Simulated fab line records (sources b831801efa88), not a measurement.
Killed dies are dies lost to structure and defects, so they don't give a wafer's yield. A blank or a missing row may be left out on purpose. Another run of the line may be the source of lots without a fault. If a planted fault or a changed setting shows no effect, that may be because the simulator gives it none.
fab line records	flow gf180mcu
record: lots: 11	wafers: 33	last_day: 34
route steps=602 shown V1@352 V2@384
lots untouched by any fault: they come from a run of this same line in which no faults occurred
start_h: start of the lot's first displayed wafer, in hours after the record's first day	wait_h: hours since the lot's step before	" the same as in the row above	L1.1+2: a row that stands for several wafers	- no value, or no start given	* or withheld: withheld	< > ~ a bound
route shown NAME@n: a module of which the file shows steps, and the number in the route of the first	usual: average and standard deviation across the fault-free wafers	same: alike in all rows	chamber/n: place in a boat	sites: readings site by site	_std_site: standard deviation of those values	_edge_site: inner sites' mean taken away from outer sites' mean	radius_mm: for every site, how far away it sits from the centre of the wafer	mask NAME#n: copy n	behind: tool/chamber where the wafer was last shaped	hold: cause of the lot's hold/its duration in hours/its outcome	device: transistor that didn't switch, given as n, p or np	end of line: tests run on the same wafers once the route is complete	a step without rows: its recipe alone	killed: at the first sort, the dies lost to defects and structure; wafer yield is something else	map: per-die view of a wafer (x killed, . not killed, _ where there is no die)
set.NAME: the setting as run; set.NAME@STEP: as run at that earlier step	model.NAME: the simulator's own value behind a step, which no gauge read
a sample of lots followed through the steps of the route, with each step as a table and each wafer as a row
services: a tool's chamber out of use, with start hour (start_h, from the record's first day; less than 0 if before it), hours out, and reason
== steps ==
step: GF_V1_ETCH_17
recipe: chemistry: C4F8/O2/Ar	mask_material: KrF	target: SiO2	stop_on: TiN	source_w: 1500	bias_w: 1200	pressure_mtorr: 40	c4f8_flow_sccm: withheld	O2_flow_sccm: 6	Ar_flow_sccm: 300	time_s: withheld	target_depth_a: 6300
usual: oes_product_au: 0.856/0.0046
lot.wafer	tool	chamber	start_h	wait_h	oes_product_au
L774.1	rie_diel-01	0	-	-	0.851
L774.4	"	3	"	"	0.863
L774.6	"	3	"	"	0.850
L776.3	rie_diel-04	2	-	-	0.851
L776.4	"	0	"	"	0.858
L776.5	"	3	"	"	0.857
L778.4	rie_diel-01	2	-	-	0.849
L778.5	"	2	"	"	0.853
L778.6	"	3	"	"	0.860
L780.3	rie_diel-01	2	-	-	0.855
L780.4	"	3	"	"	0.858
L780.5	"	3	"	"	0.854
L783.2	rie_diel-01	3	-	-	0.853
L783.4	"	2	"	"	0.854
L783.5	"	0	"	"	0.849
L785.1	rie_diel-03	1	-	-	0.859
L785.4	"	3	"	"	0.848
L785.6	"	1	"	"	0.849
L787.1	rie_diel-03	0	-	-	0.860
L787.2	"	1	"	"	0.857
L787.4	"	2	"	"	0.856
L788.4	rie_diel-03	1	-	-	0.859
L788.5	"	1	"	"	0.858
L788.6	"	2	"	"	0.860
L793.1	rie_diel-04	3	-	-	0.852
L793.2	"	1	"	"	0.855
L793.4	"	2	"	"	0.852
L794.1	rie_diel-01	0	-	-	0.861
L794.2	"	1	"	"	0.850
L794.3	"	2	"	"	0.858
L795.2	rie_diel-04	3	-	-	0.853
L795.4	"	1	"	"	0.858
L795.6	"	3	"	"	0.855
step: GF_V2_CVD_02
recipe: material: SiO2	target_thk_nm: 850	precursor: TEOS	temp_c: 400	time_s: 94.851	rf_w: 600
usual: heater_power_w: 667/94
lot.wafer	tool	chamber	start_h	wait_h	heater_power_w
L774.1	pecvd-03	0	444.33	0.1	701
L774.4	"	1	"	"	620
L774.6	"	0	"	"	566
L776.3	pecvd-03	1	462.65	0.0	663
L776.4	"	2	"	"	835
L776.5	"	1	"	"	694
L778.4	pecvd-03	0	480.67	0.1	557
L778.5	"	1	"	"	688
L778.6	"	2	"	"	809
L780.3	pecvd-04	0	503.28	0.0	699
L780.4	"	1	"	"	782
L780.5	"	2	"	"	573
L783.2	pecvd-03	1	539.59	0.0	661
L783.4	"	2	"	"	814
L783.5	"	1	"	"	545
L785.1	pecvd-03	2	552.44	0.1	715
L785.4	"	1	"	"	612
L785.6	"	0	"	"	560
L787.1	pecvd-03	0	559.99	0.1	633
L787.2	"	1	"	"	672
L787.4	"	2	"	"	693
L788.4	pecvd-04	2	573.74	0.1	575
L788.5	"	2	"	"	587
L788.6	"	0	"	"	573
L793.1	pecvd-04	2	603.80	0.1	573
L793.2	"	1	"	"	847
L793.4	"	1	"	"	687
L794.1	pecvd-04	1	612.34	0.1	737
L794.2	"	2	"	"	541
L794.3	"	0	"	"	691
L795.2	pecvd-04	2	618.06	0.0	571
L795.4	"	2	"	"	614
L795.6	"	0	"	"	715
step: GF_V2_THK_MEAS_03
recipe: reads: SiO2_of_V2_CVD_02
usual: V2_CVD_02_THK: 849/11
lot.wafer	tool	chamber	start_h	wait_h	V2_CVD_02_THK[nm]
L774.1	film_metro-01	-	444.40	0.0	829
L774.4	"	-	"	"	849
L774.6	"	-	"	"	843
L776.3	film_metro-01	-	462.74	0.1	846
L776.4	"	-	"	"	863
L776.5	"	-	"	"	857
L778.4	film_metro-01	-	480.73	0.0	851
L778.5	"	-	"	"	856
L778.6	"	-	"	"	859
L780.3	film_metro-02	-	503.37	0.1	844
L780.4	"	-	"	"	865
L780.5	"	-	"	"	865
L783.2	film_metro-02	-	539.67	0.0	842
L783.4	"	-	"	"	850
L783.5	"	-	"	"	860
L785.1	film_metro-01	-	552.51	0.0	839
L785.4	"	-	"	"	849
L785.6	"	-	"	"	1414
L787.1	film_metro-03	-	560.06	0.0	1401
L787.2	"	-	"	"	843
L787.4	"	-	"	"	869
L788.4	film_metro-03	-	573.84	0.1	858
L788.5	"	-	"	"	856
L788.6	"	-	"	"	858
L793.1	film_metro-02	-	603.87	0.0	850
L793.2	"	-	"	"	842
L793.4	"	-	"	"	850
L794.1	film_metro-02	-	612.41	0.0	837
L794.2	"	-	"	"	838
L794.3	"	-	"	"	834
L795.2	film_metro-03	-	618.14	0.0	857
L795.4	"	-	"	"	861
L795.6	"	-	"	"	861
step: GF_V2_CMP_04
recipe: material: SiO2	down_force_psi: 4	platen_rpm: 60	pad_velocity_m_s: 0.94248
usual: motor_current_A: 12.5/1.5	slurry_filter_dp_kPa: 13.49/0.13	slurry_flow_ml_min: 150.0/0.52	time_to_endpoint_s: 77/4.9
lot.wafer	tool	chamber	start_h	wait_h	motor_current_A	slurry_filter_dp_kPa	slurry_flow_ml_min	time_to_endpoint_s
L774.4	cmp-02	0	444.46	0.0	12.9	13.28	149.7	77
L774.1	"	1	"	"	10.5	13.43	151.1	71
L774.6	"	0	"	"	12.9	13.43	149.4	74
L776.3	cmp-01	0	462.78	0.0	12.7	13.54	150.1	81
L776.4	"	3	"	"	11.4	13.58	149.9	85
L776.5	"	0	"	"	12.2	13.26	150.0	81
L778.4	cmp-02	2	480.76	0.0	15.2	13.29	150.4	73
L778.5	"	2	"	"	15.3	13.43	150.3	77
L778.6	"	3	"	"	12.2	13.58	150.0	80
L780.4	cmp-01	1	503.55	0.2	14.1	13.48	149.9	84
L780.3	"	3	"	"	12.0	13.54	149.9	75
L780.5	"	1	"	"	13.8	13.53	149.4	82
L783.4	cmp-02	2	539.72	0.0	14.5	13.42	149.9	75
L783.2	"	3	"	"	12.1	13.52	148.9	72
L783.5	"	3	"	"	11.6	13.61	149.9	81
L785.4	cmp-02	3	552.67	0.1	12.4	13.49	149.7	75
L785.1	"	0	"	"	12.8	13.72	150.3	70
L785.6	"	2	"	"	15.2	13.44	150.6	274
L787.1	cmp-01	2	560.12	0.1	11.5	13.61	149.1	286
L787.2	"	3	"	"	11.0	13.43	150.3	76
L787.4	"	0	"	"	12.5	13.42	150.6	89
L788.4	cmp-01	3	573.87	0.0	11.8	13.49	150.1	86
L788.6	"	3	"	"	11.6	13.34	150.3	87
L788.5	"	0	"	"	11.8	13.54	149.4	87
L793.4	cmp-01	2	603.93	0.0	11.1	13.46	149.1	75
L793.1	"	3	"	"	11.9	13.41	150.5	80
L793.2	"	0	"	"	11.8	13.71	149.8	79
L794.3	cmp-02	0	612.47	0.0	14.0	13.59	150.9	67
L794.2	"	1	"	"	10.0	13.32	149.4	69
L794.1	"	3	"	"	11.5	13.37	149.4	68
L795.4	cmp-02	0	618.24	0.1	12.8	13.78	149.9	80
L795.2	"	2	"	"	15.3	13.39	148.8	76
L795.6	"	0	"	"	13.5	13.42	150.0	80
step: GF_V2_STRIP_18
recipe: chemistry: O2/N2	power_w: 1400	pressure_mtorr: 1500	platen_temp_c: 250	o2_flow_sccm: 3000	n2_flow_sccm: 300	overash_fraction: 0.5
usual: drypump_motor_current_A: 5.5/0.49	heater_power_w: 345/27	oes_product_au: 0.593/0.0048
lot.wafer	tool	chamber	start_h	wait_h	drypump_motor_current_A	heater_power_w	oes_product_au	rf_hours_counter_h
L774.1	plasma_asher-03	1	469.16	-	4.7	341	0.601	37
L774.4	"	0	"	"	5.7	346	0.590	-
L774.6	"	1	"	"	4.7	341	0.585	-
L776.3	plasma_asher-03	1	486.84	-	4.7	337	0.594	-
L776.4	"	0	"	"	5.7	349	0.593	-
L776.5	"	1	"	"	4.6	346	0.602	-
L778.4	plasma_asher-02	1	505.09	-	5.8	379	0.599	-
L778.5	"	1	"	"	5.8	392	0.599	-
L778.6	"	0	"	"	6.2	322	0.594	-
L780.3	plasma_asher-01	0	527.39	-	5.2	376	0.592	-
L780.4	"	1	"	"	5.3	303	0.595	-
L780.5	"	1	"	"	5.3	302	0.596	-
L783.2	plasma_asher-03	1	562.05	-	4.6	340	0.589	44
L783.4	"	1	"	"	4.6	334	0.582	-
L783.5	"	0	"	"	5.6	337	0.593	-
L785.1	plasma_asher-01	0	575.55	-	5.2	375	0.594	86
L785.4	"	1	"	"	5.3	307	0.597	-
L785.6	"	0	"	"	5.3	368	0.596	-
L787.1	plasma_asher-02	1	582.70	-	5.8	395	0.586	16
L787.2	"	0	"	"	6.1	320	0.598	16
L787.4	"	1	"	"	5.8	382	0.602	-
L788.4	plasma_asher-02	0	595.58	-	6.1	322	0.593	-
L788.5	"	1	"	"	5.8	390	0.598	-
L788.6	"	0	"	"	6.1	329	0.594	-
L793.1	plasma_asher-01	0	625.20	-	5.2	371	0.592	92
L793.2	"	1	"	"	5.3	302	0.591	92
L793.4	"	0	"	"	5.2	366	0.595	-
L794.1	plasma_asher-02	1	633.59	-	5.8	387	0.582	21
L794.2	"	0	"	"	6.1	317	0.586	21
L794.3	"	0	"	"	6.2	328	0.594	-
L795.2	plasma_asher-03	1	638.14	-	4.6	337	0.597	51
L795.4	"	0	"	"	5.6	335	0.596	-
L795.6	"	1	"	"	4.6	333	0.592	-
step: GF_V2_THK_MEAS_25
recipe: thk_meas_gauge: xrf	reads: W_of_V2_CVD_23
usual: V2_W_THK: 363/9.1
lot.wafer	tool	chamber	start_h	wait_h	V2_W_THK[nm]
L774.1	film_metro-02	-	470.11	0.1	365
L774.4	"	-	"	"	365
L774.6	"	-	"	"	380
L776.3	film_metro-03	-	487.69	0.1	361
L776.4	"	-	"	"	361
L776.5	"	-	"	"	359
L778.4	film_metro-02	-	505.98	0.1	375
L778.5	"	-	"	"	368
L778.6	"	-	"	"	359
L780.3	film_metro-02	-	528.24	0.1	355
L780.4	"	-	"	"	357
L780.5	"	-	"	"	353
L783.2	film_metro-01	-	562.94	0.1	358
L783.4	"	-	"	"	358
L783.5	"	-	"	"	354
L785.1	film_metro-02	-	576.45	0.1	359
L785.4	"	-	"	"	377
L785.6	"	-	"	"	361
L787.1	film_metro-03	-	583.65	0.1	354
L787.2	"	-	"	"	353
L787.4	"	-	"	"	351
L788.4	film_metro-03	-	596.45	0.1	357
L788.5	"	-	"	"	358
L788.6	"	-	"	"	359
L793.1	film_metro-01	-	626.07	0.1	356
L793.2	"	-	"	"	363
L793.4	"	-	"	"	354
L794.1	film_metro-02	-	634.46	0.1	362
L794.2	"	-	"	"	377
L794.3	"	-	"	"	361
L795.2	film_metro-03	-	639.02	0.1	361
L795.4	"	-	"	"	357
L795.6	"	-	"	"	358
== services ==
tool	chamber	start_h	hours	kind
cmp-01	-	400.36	1.6	repair
cmp-02	-	404.09	4.0	pm
pecvd-04	2	407.89	4.3	repair
pecvd-03	0	419.69	20.5	repair
pecvd-04	1	434.92	8.3	repair
pecvd-04	-	442.00	5.5	pm
rie_diel-01	0	458.80	6.7	repair
cmp-01	-	471.03	2.5	repair
cmp-01	-	473.19	0.7	repair
rie_diel-01	-	474.51	0.6	repair
cmp-02	-	492.95	16.0	repair
pecvd-04	0	505.70	22.1	repair
cmp-02	-	508.92	4.4	pm
pecvd-03	2	515.20	5.0	repair
cmp-01	-	516.34	0.9	repair
cmp-01	-	540.03	2.2	repair
rie_diel-01	2	551.94	7.4	repair
pecvd-04	1	570.76	4.9	repair
cmp-02	-	573.08	1.3	repair
cmp-01	-	578.01	4.0	pm
pecvd-03	1	586.45	20.0	repair
cmp-02	-	599.14	1.6	repair
pecvd-03	1	613.35	4.8	repair
pecvd-03	-	630.45	1.8	repair
== key ==
first_sign: step: GF_V2_THK_MEAS_03	reading: V2_CVD_02_THK	direction: up	sigmas: 51	usual: 849	struck: 1407
effect: step: GF_V2_CMP_04	reading: time_to_endpoint_s	direction: up	sigmas: 41	usual: *	struck: *
met_at GF_V2_CVD_02
struck_lots L785,L787
struck_wafers L785.6,L787.1
not_acting_at GF_V1_ETCH_17,GF_V2_STRIP_18,GF_V2_THK_MEAS_25
onset_between 480.67 552.44
fault: kind: process_parameter_drift	tool: pecvd-03	chamber: 0	onset_h: 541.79	steps: GF_V2_CVD_02	channel: target_thk_nm	offset: 559.74	shape: step	end_h: 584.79	acts_in: these_recipes_only	stated: 850
